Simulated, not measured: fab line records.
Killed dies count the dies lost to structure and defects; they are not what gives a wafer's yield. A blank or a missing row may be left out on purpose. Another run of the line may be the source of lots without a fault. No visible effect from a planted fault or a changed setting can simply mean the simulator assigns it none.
A struck lot beside a sound one / flow sky130 / 19 steps out of a route of 708
Sound: these wafers, L705.2, L705.3, L705.4. The struck wafers were L712.1, L712.3, L712.5. The cause is named last.
Order at every step that has rows: each side's tool, ch and its chambers, its first start. Under that, the readings that differ: sound wafers / struck wafers / difference of the means / sigmas: that difference in standard deviations of wafers without a fault.
alike: readings whose means differ by less than 2 such deviations, and words and numbers that are the same on both sides. not compared: withheld readings, readings that some wafer has no value for, bounds like >300 that may hide the same value, and numbers for which the record gives no deviation and whose values overlap.
The two part at a step that has a row with sigmas, a row that says differs or no value, or rows on one side only. Numbers that don't overlap but have no deviation are shown without sigmas and don't part them. A reading missing from all wafers of one side parts the sides only when that side holds two or more wafers.

first, 6 steps without rows for these wafers: SKY_VT_ADJUST_PCH_HMDS_01 (prime time 60 s); SKY_VT_ADJUST_PCH_COAT_02 (resist thk 3000 nm); SKY_VT_ADJUST_PCH_SOFTBAKE_03; SKY_VT_ADJUST_PCH_EXPOSE_04 (exposes mask NWM, target cd 840 nm); SKY_VT_ADJUST_PCH_PEB_05; SKY_VT_ADJUST_PCH_DEVELOP_06 (develop time 60 s).
SKY_VT_ADJUST_PCH_OVL_MEAS_07:
  sound on overlay-02, day 11 16:29; struck on overlay-02, day 14 06:17
  alike: VT_ADJUST_PCH_OVL
after that, 1 step had no rows for these wafers: SKY_VT_ADJUST_PCH_IMPLANT_08.
SKY_VT_ADJUST_PCH_STRIP_09: strips in O2/N2.
  sound on plasmaAsher-02 ch 0,1, day 11 16:40; struck on plasmaAsher-02 ch 0,1, day 14 06:29
  alike: drypumpMotorCurrentA, oesProductAu, stripTimeToEndpointS
  not compared: rfHoursCounterH
SKY_VT_ADJUST_PCH_TW_MEAS_10:
  sound on filmMetro-03, day 11 16:46; struck on filmMetro-03, day 14 06:35
  alike: VT_ADJUST_PCH_TW
then, 2 steps without rows for these wafers: SKY_SONOS_TUNNEL_DEHYDRATE_00 (time 60 s); SKY_SONOS_TUNNEL_HMDS_01 (prime time 60 s).
SKY_SONOS_TUNNEL_COAT_02: resist thk 1140 nm.
  sound on lithoTrack-01 ch 0, day 12 05:01; struck on lithoTrack-03 ch 0, day 14 19:35
reading=spinSpeedRpm (rpm); sound=3001.6 2998.7 2998.5; struck=3104.2 3097.8 3096.0; difference=+99.7; sigmas=+45
reading=model.NOVOLAK_of_SONOS_TUNNEL_COAT_02.thkNm (nm); sound=1138 1139 1136; struck=1117 1119 1116; difference=-20; sigmas=
then, 3 steps without rows for these wafers: SKY_SONOS_TUNNEL_SOFTBAKE_03 (time 60 s); SKY_SONOS_TUNNEL_EXPOSE_04 (exposes mask TUNM, target cd 410 nm); SKY_SONOS_TUNNEL_PEB_05.
SKY_SONOS_TUNNEL_DEVELOP_06: develop time 60 s.
  sound on lithoTrack-01 ch 0, day 12 17:07; struck on lithoTrack-03 ch 0, day 15 08:35
reading=model.NOVOLAK_of_SONOS_TUNNEL_COAT_02.thkNm (nm); sound=1137 1139 1136; struck=1116 1118 1116; difference=-21; sigmas=
SKY_SONOS_TUNNEL_CD_MEAS_07 targets a cd of 410 nm.
  sound on cdSem-02, day 12 17:15; struck on cdSem-01, day 15 08:44
reading=cdNm (nm); sound=411.3 409.4 408.9; struck=413.5 415.1 414.4; difference=+4.5; sigmas=+2
-- here the record skips 33 days between the struck wafers' starts before and after, leaving off in module SONOS_TUNNEL and picking up in module PAD_OPEN (first step shown: number 708 of the route) --
SKY_PAD_OPEN_PROBE_99:
  record: rows for the struck wafers here (prober-02, day 48 16:03), none for the sound ones

## WHERE THEY PART
At SKY_SONOS_TUNNEL_COAT_02 first; at SKY_PAD_OPEN_PROBE_99 last (within this record only).

WHY: whatever the simulator had introduced
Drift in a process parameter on lithoTrack-03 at SKY_SONOS_TUNNEL_COAT_02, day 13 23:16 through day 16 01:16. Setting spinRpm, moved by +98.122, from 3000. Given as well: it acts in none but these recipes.
